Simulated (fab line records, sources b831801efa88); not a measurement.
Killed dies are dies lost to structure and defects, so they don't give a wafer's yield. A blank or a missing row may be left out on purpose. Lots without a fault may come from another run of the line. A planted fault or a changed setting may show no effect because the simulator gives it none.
Chamber matching | flow gf180mcu | GF_V4_CMP_26 on cmp-01: 4 sister chambers
The step polishes, stops on SiO2, t overpolish 15 s, target thk 0 nm. 7 wafers are shown with their chamber, then 7 later ones without.

WAFERS WITH THEIR CHAMBER
wafer  | chamber | motor_current_A (A) | head_pressure_psi (psi)
L509.1 | 0       | 11.8                | 3.503
L520.2 | 2       | 12.2                | 3.508
L522.2 | 3       | 11.1                | 3.512
L522.3 | 0       | 12.0                | 3.498
L522.6 | 1       | 12.1                | 3.495
L524.1 | 1       | 12.5                | 3.502
L524.4 | 3       | 11.2                | 3.497

WAFERS WITHOUT THEIR CHAMBER
wafer  | motor_current_A (A) | head_pressure_psi (psi)
L524.5 | 12.2                | 3.506
L525.1 | 11.7                | 3.493
L525.2 | 12.0                | 3.492
L525.6 | 11.5                | 3.505
L527.2 | 11.1                | 3.497
L527.3 | 12.5                | 3.504
L527.5 | 12.0                | 3.498

WHICH CHAMBER EACH WENT THROUGH
wafer  | from the rows above               | in truth
L524.5 | can't be placed: 2 or 1 or 0      | 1
L525.1 | can't be placed: 0 or 1 or 3 or 2 | 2
L525.2 | can't be placed: 0 or 1 or 2      | 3
L525.6 | can't be placed: 3 or 0 or 2      | 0
L527.2 | 3                                 | 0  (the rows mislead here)
L527.3 | can't be placed: 1 or 2 or 0      | 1
L527.5 | can't be placed: 0 or 1 or 2      | 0
Placed correctly: 0 of 7. Can't be placed from these rows: 6 (the true chamber is among the candidates in 5). Placed wrongly: 1.
How it was worked out, from the rows above alone: a wafer's distance from a chamber is the root of the sum, over the readings, of the square of ((its reading less the chamber's mean) divided by the reading's scatter). The wafer belongs to the nearest chamber; if the next one is less than 2 further off, it can't be placed. A chamber's mean is the mean of its shown wafers. The scatter: the root of (the sum of the squares of (reading less its chamber's mean) over the shown wafers, divided by (wafers less chambers)).
